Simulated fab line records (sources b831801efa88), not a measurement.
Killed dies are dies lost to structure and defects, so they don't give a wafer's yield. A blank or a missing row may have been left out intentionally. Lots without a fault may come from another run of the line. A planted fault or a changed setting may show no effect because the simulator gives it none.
fab line records	flow gf180mcu
[record] lots = 13	wafers = 39	last-day = 34
route steps=602 shown MVSD@73 VT_IMPLANT@110 CONTACT@290
lots that met no fault: taken from a fault-free run of the same line
start-h: hours from the record's opening day to when the first of the lot's shown wafers began	wait-h: how many hours have passed since the lot's step before this one	" as in the row above	L1.1+2: a row that stands for several wafers	- either no value or no given start	* or withheld: withheld	< > ~ a bound
route shown NAME@n: names a module that has steps shown in the file, with the first one's number in the route	usual: mean/standard deviation of fault-free wafers	same: alike in all rows	chamber/n: place in a boat	sites: each site's reading	_std_site: standard deviation across them	_edge_site: the outer-site mean with the inner-site mean subtracted	radius-mm: how far each site lies from the wafer's centre	mask NAME#n: copy n	behind: tool/chamber where the wafer was last shaped	hold: why the lot went on hold/how many hours it stayed there/how the hold came to an end	device: which transistor (n, p or np) failed to switch	end of line: the route-end tests of the same wafers	a step with no rows: only its recipe	killed: not the wafer's yield, but the dies lost to structure and defects at the first sort	map: the dies of a wafer, with x for killed, . for not killed, _ for no die there
set.NAME: setting as actually run; set.NAME@STEP: the setting as run at that earlier step	model.NAME: the simulator's own value behind a step, which no gauge read
route steps across a sampled set of lots; one table per step, one row per wafer
services: when a tool's chamber went out of use (start-h, in hours from the record's first day, below 0 if earlier), for how many hours, and the reason
[[steps]]
[step GF_MVSD_OVL_MEAS_07]
[usual] MVSD_OVL = 0.2/1.1
lot.wafer	tool	chamber	start-h	wait-h	MVSD_OVL[nm]
L793.1	overlay-01	-	106.08	-	2.0
L793.2	"	-	"	"	0.3
L793.3	"	-	"	"	0.2
L794.1	overlay-02	-	106.24	-	-0.5
L794.3	"	-	"	"	2.3
L794.5	"	-	"	"	0.2
L795.1	overlay-01	-	113.84	-	0.7
L795.4	"	-	"	"	1.2
L795.5	"	-	"	"	-0.7
L796.1	overlay-01	-	122.58	-	0.9
L796.4	"	-	"	"	1.0
L796.5	"	-	"	"	1.7
L799.3	overlay-01	-	132.04	-	0.4
L799.4	"	-	"	"	-0.4
L799.5	"	-	"	"	-0.4
L801.3	overlay-01	-	147.09	-	-2.2
L801.5	"	-	"	"	-0.6
L801.6	"	-	"	"	-0.2
L802.1	overlay-02	-	151.09	-	-0.6
L802.2	"	-	"	"	0.4
L802.6	"	-	"	"	-0.6
L804.2	overlay-02	-	156.38	-	0.9
L804.3	"	-	"	"	0.4
L804.5	"	-	"	"	-0.3
L805.2	overlay-02	-	168.53	-	0.6
L805.4	"	-	"	"	0.4
L805.5	"	-	"	"	0.9
L806.1	overlay-02	-	172.09	-	0.0
L806.2	"	-	"	"	0.7
L806.6	"	-	"	"	0.4
L809.4	overlay-01	-	187.55	-	0.8
L809.5	"	-	"	"	-1.0
L809.6	"	-	"	"	-1.0
L810.1	overlay-02	-	192.79	-	0.2
L810.2	"	-	"	"	-0.2
L810.6	"	-	"	"	1.3
L812.2	overlay-02	-	205.94	-	0.1
L812.4	"	-	"	"	-1.7
L812.6	"	-	"	"	-2.0
[step GF_VT_IMPLANT_STRIP_20]
[recipe] chemistry = O2/N2	power-w = 1400	pressure-mtorr = 1500	platen-temp-c = 250	o2-flow-sccm = 3000	n2-flow-sccm = 300	overash-fraction = 0.5
[usual] drypump-motor-current-A = 6.0/0.48	heater-power-w = 344/29	oes-product-au = 0.716/0.0047	strip-time-to-endpoint-s = 12.62/0.035
lot.wafer	tool	chamber	start-h	wait-h	drypump-motor-current-A	heater-power-w	oes-product-au	rf-hours-counter-h	strip-time-to-endpoint-s
L793.1	plasma-asher-02	0	150.66	0.1	5.6	369	0.716	3	12.62
L793.2	"	1	"	"	5.7	312	0.718	3	12.64
L793.3	"	0	"	"	5.6	370	0.709	-	12.59
L794.1	plasma-asher-04	1	151.56	0.1	6.5	395	0.718	51	12.59
L794.3	"	0	"	"	5.3	330	0.711	-	12.59
L794.5	"	1	"	"	6.5	387	0.719	-	12.60
L795.1	plasma-asher-02	1	161.26	0.1	5.8	320	0.717	5	12.62
L795.4	"	1	"	"	5.8	319	0.717	-	12.59
L795.5	"	1	"	"	5.7	313	0.715	-	12.64
L796.1	plasma-asher-03	1	170.66	0.1	6.6	348	0.720	37	12.64
L796.4	"	0	"	"	6.7	302	0.717	-	12.62
L796.5	"	1	"	"	6.6	351	0.709	-	12.65
L799.3	plasma-asher-02	0	181.65	0.1	5.6	365	0.712	-	12.68
L799.4	"	1	"	"	5.7	319	0.712	-	12.68
L799.5	"	0	"	"	5.6	379	0.715	-	12.67
L801.3	plasma-asher-02	0	199.00	0.1	5.6	373	0.719	-	12.65
L801.5	"	0	"	"	5.6	370	0.714	-	12.64
L801.6	"	1	"	"	5.7	311	0.715	-	12.65
L802.1	plasma-asher-03	0	201.36	0.1	6.7	304	0.722	40	12.61
L802.2	"	1	"	"	6.6	347	0.725	40	12.60
L802.6	"	0	"	"	6.7	315	0.716	-	12.60
L804.2	plasma-asher-02	1	209.42	0.1	5.7	312	0.715	9	12.63
L804.3	"	1	"	"	5.7	321	0.716	-	12.67
L804.5	"	0	"	"	5.6	376	0.721	-	12.66
L805.2	plasma-asher-03	0	220.91	0.1	6.7	320	0.722	42	12.55
L805.4	"	1	"	"	6.6	337	0.717	-	12.53
L805.5	"	1	"	"	6.6	353	0.709	-	12.56
L806.1	plasma-asher-04	1	224.96	0.1	6.5	391	0.717	59	12.61
L806.2	"	0	"	"	5.3	330	0.713	59	12.59
L806.6	"	1	"	"	6.4	402	0.713	-	12.58
L809.4	plasma-asher-02	1	242.25	0.1	5.8	317	0.713	-	12.68
L809.5	"	1	"	"	5.8	321	0.727	-	12.63
L809.6	"	0	"	"	5.6	368	0.711	-	12.65
L810.1	plasma-asher-02	1	247.61	0.1	5.8	320	0.708	13	12.61
L810.2	"	0	"	"	5.6	365	0.718	13	12.64
L810.6	"	0	"	"	5.6	374	0.719	-	12.63
L812.2	plasma-asher-03	0	262.66	0.1	6.7	313	0.724	47	12.67
L812.4	"	1	"	"	6.5	346	0.706	-	12.71
L812.6	"	1	"	"	6.5	347	0.713	-	12.64
[step GF_VT_IMPLANT_IMPLANT_30]
[recipe] species = B	energy-kev = 25	dose-cm2 = 2.534e+12	tilt-deg = 7
[usual] dose-ions-cm2 = 2.5344e+12/2.7e+09	faraday-current-uA = 14.29/0.29
lot.wafer	tool	chamber	start-h	wait-h	dose-ions-cm2	faraday-current-uA
L793.1	implanter-04	0	166.26	0.0	2.5328e+12	14.40
L793.2	"	0	"	"	2.5337e+12	14.05
L793.3	"	0	"	"	2.5321e+12	13.84
L794.1	implanter-03	0	167.46	0.0	2.5384e+12	14.23
L794.3	"	0	"	"	2.5316e+12	14.21
L794.5	"	0	"	"	2.5393e+12	14.21
L795.1	implanter-03	0	177.97	0.0	2.5363e+12	14.11
L795.4	"	0	"	"	2.5352e+12	14.04
L795.5	"	0	"	"	2.5384e+12	14.62
L796.1	implanter-01	0	187.66	0.0	2.5369e+12	14.70
L796.4	"	0	"	"	2.5348e+12	14.12
L796.5	"	0	"	"	2.5389e+12	14.61
L799.3	implanter-04	0	199.71	0.1	2.5321e+12	14.50
L799.4	"	0	"	"	2.5342e+12	14.35
L799.5	"	0	"	"	2.5389e+12	13.66
L801.3	implanter-03	0	216.81	0.1	2.5373e+12	14.80
L801.5	"	0	"	"	2.5338e+12	15.00
L801.6	"	0	"	"	2.5341e+12	14.61
L802.1	implanter-03	0	219.42	0.0	2.522e+11	1.41
L802.2	"	0	"	"	2.547e+11	1.40
L802.6	"	0	"	"	2.522e+11	1.50
L804.2	implanter-04	0	226.79	0.0	2.5382e+12	14.04
L804.3	"	0	"	"	2.5331e+12	13.94
L804.5	"	0	"	"	2.5426e+12	14.79
L805.2	implanter-03	0	238.89	0.0	2.523e+11	1.48
L805.4	"	0	"	"	2.542e+11	1.41
L805.5	"	0	"	"	2.542e+11	1.43
L806.1	implanter-03	0	243.11	0.0	2.547e+11	1.41
L806.2	"	0	"	"	2.555e+11	1.41
L806.6	"	0	"	"	2.516e+11	1.45
L809.4	implanter-01	0	260.79	0.1	2.5312e+12	14.16
L809.5	"	0	"	"	2.5329e+12	14.54
L809.6	"	0	"	"	2.5283e+12	14.46
L810.1	implanter-04	0	266.26	0.0	2.532e+12	14.20
L810.2	"	0	"	"	2.533e+12	14.80
L810.6	"	0	"	"	2.5315e+12	14.40
L812.2	implanter-01	0	281.44	0.0	2.5335e+12	14.66
L812.4	"	0	"	"	2.5367e+12	14.31
L812.6	"	0	"	"	2.534e+12	14.37
[step GF_VT_IMPLANT_TW_MEAS_32]
[usual] VT_IMPLANT_3_TW = 270/3.2
lot.wafer	tool	chamber	start-h	wait-h	VT_IMPLANT_3_TW
L793.1	film-metro-01	-	166.51	0.1	265
L793.2	"	-	"	"	265
L793.3	"	-	"	"	265
L794.1	film-metro-02	-	167.71	0.1	269
L794.3	"	-	"	"	270
L794.5	"	-	"	"	270
L795.1	film-metro-03	-	178.22	0.1	272
L795.4	"	-	"	"	273
L795.5	"	-	"	"	273
L796.1	film-metro-01	-	187.91	0.1	263
L796.4	"	-	"	"	264
L796.5	"	-	"	"	264
L799.3	film-metro-02	-	199.93	0.1	272
L799.4	"	-	"	"	271
L799.5	"	-	"	"	273
L801.3	film-metro-02	-	217.03	0.1	269
L801.5	"	-	"	"	271
L801.6	"	-	"	"	270
L802.1	film-metro-02	-	219.67	0.1	144
L802.2	"	-	"	"	145
L802.6	"	-	"	"	145
L804.2	film-metro-02	-	227.02	0.1	268
L804.3	"	-	"	"	269
L804.5	"	-	"	"	268
L805.2	film-metro-01	-	239.12	0.1	141
L805.4	"	-	"	"	140
L805.5	"	-	"	"	142
L806.1	film-metro-02	-	243.36	0.1	142
L806.2	"	-	"	"	142
L806.6	"	-	"	"	143
L809.4	film-metro-01	-	260.99	0.1	266
L809.5	"	-	"	"	265
L809.6	"	-	"	"	265
L810.1	film-metro-02	-	266.51	0.1	271
L810.2	"	-	"	"	271
L810.6	"	-	"	"	272
L812.2	film-metro-02	-	281.68	0.1	271
L812.4	"	-	"	"	272
L812.6	"	-	"	"	271
[step GF_CONTACT_THK_MEAS_03]
[recipe] reads = SiO2_of_CONTACT_CVD_02
[usual] CONTACT_CVD_02_THK = 866/14
lot.wafer	tool	chamber	start-h	wait-h	CONTACT_CVD_02_THK[nm]
L793.1	film-metro-04	-	371.76	0.0	853
L793.2	"	-	"	"	857
L793.3	"	-	"	"	847
L794.1	film-metro-03	-	374.05	0.0	848
L794.3	"	-	"	"	851
L794.5	"	-	"	"	860
L795.1	film-metro-01	-	387.96	0.0	854
L795.4	"	-	"	"	870
L795.5	"	-	"	"	869
L796.1	film-metro-01	-	399.89	0.0	866
L796.4	"	-	"	"	874
L796.5	"	-	"	"	874
L799.3	film-metro-03	-	419.65	0.1	858
L799.4	"	-	"	"	867
L799.5	"	-	"	"	859
L801.3	film-metro-01	-	440.29	0.1	870
L801.5	"	-	"	"	882
L801.6	"	-	"	"	889
L802.1	film-metro-04	-	449.83	0.0	874
L802.2	"	-	"	"	882
L802.6	"	-	"	"	889
L804.2	film-metro-04	-	453.43	0.0	860
L804.3	"	-	"	"	870
L804.5	"	-	"	"	872
L805.2	film-metro-04	-	475.04	0.0	865
L805.4	"	-	"	"	880
L805.5	"	-	"	"	870
L806.1	film-metro-01	-	482.55	0.1	868
L806.2	"	-	"	"	867
L806.6	"	-	"	"	888
L809.4	film-metro-01	-	504.16	0.0	865
L809.5	"	-	"	"	886
L809.6	"	-	"	"	857
L810.1	film-metro-03	-	507.03	0.0	849
L810.2	"	-	"	"	861
L810.6	"	-	"	"	875
L812.2	film-metro-03	-	527.14	0.0	853
L812.4	"	-	"	"	865
L812.6	"	-	"	"	861
[[services]]
tool	chamber	start-h	hours	kind
implanter-03	-	128.76	5.1	pm
plasma-asher-04	-	140.80	2.8	pm
implanter-03	-	146.92	4.6	repair
implanter-01	-	148.21	1.9	repair
implanter-01	-	198.31	3.1	repair
implanter-04	-	232.68	2.5	pm
implanter-03	-	248.75	3.6	pm
implanter-01	-	256.88	2.7	repair
implanter-01	-	257.73	1.9	repair
implanter-04	-	259.63	5.8	pm
implanter-01	-	273.37	4.9	pm
plasma-asher-02	-	277.50	2.7	repair
[[key]]
[first-sign] step = GF_VT_IMPLANT_IMPLANT_30	reading = dose-ions-cm2	direction = down	sigmas = 99+	usual = 2.5344e+12	struck = 2.535e+11
[effect] step = GF_VT_IMPLANT_IMPLANT_30	reading = faraday-current-uA	direction = down	sigmas = 44	usual = 14.29	struck = 1.43
[effect] step = GF_VT_IMPLANT_TW_MEAS_32	reading = VT_IMPLANT_3_TW	direction = down	sigmas = 39	usual = 270	struck = 143
met-at GF_VT_IMPLANT_IMPLANT_30
struck-lots L802,L805,L806
tester-left-out L802,L805,L806
not-acting-at GF_MVSD_OVL_MEAS_07,GF_VT_IMPLANT_STRIP_20,GF_CONTACT_THK_MEAS_03
onset-between 216.81 219.42
[fault] kind = process-parameter-drift	tool = implanter-03	chamber = -	onset-h = 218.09	steps = GF_VT_IMPLANT_IMPLANT_30	channel = dose-cm2	offset = -2.2806e+12	shape = step	end-h = 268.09	acts-in = these-recipes-only	stated = 2.534e+12
// tester-left-out: of these lots the tester's yield and bins aren't shown, on N5 and GAA mostly nor the transistor test; their killed dies are dies lost to structure and defects alone, not to doping, threshold or leakage, so they don't give the yield
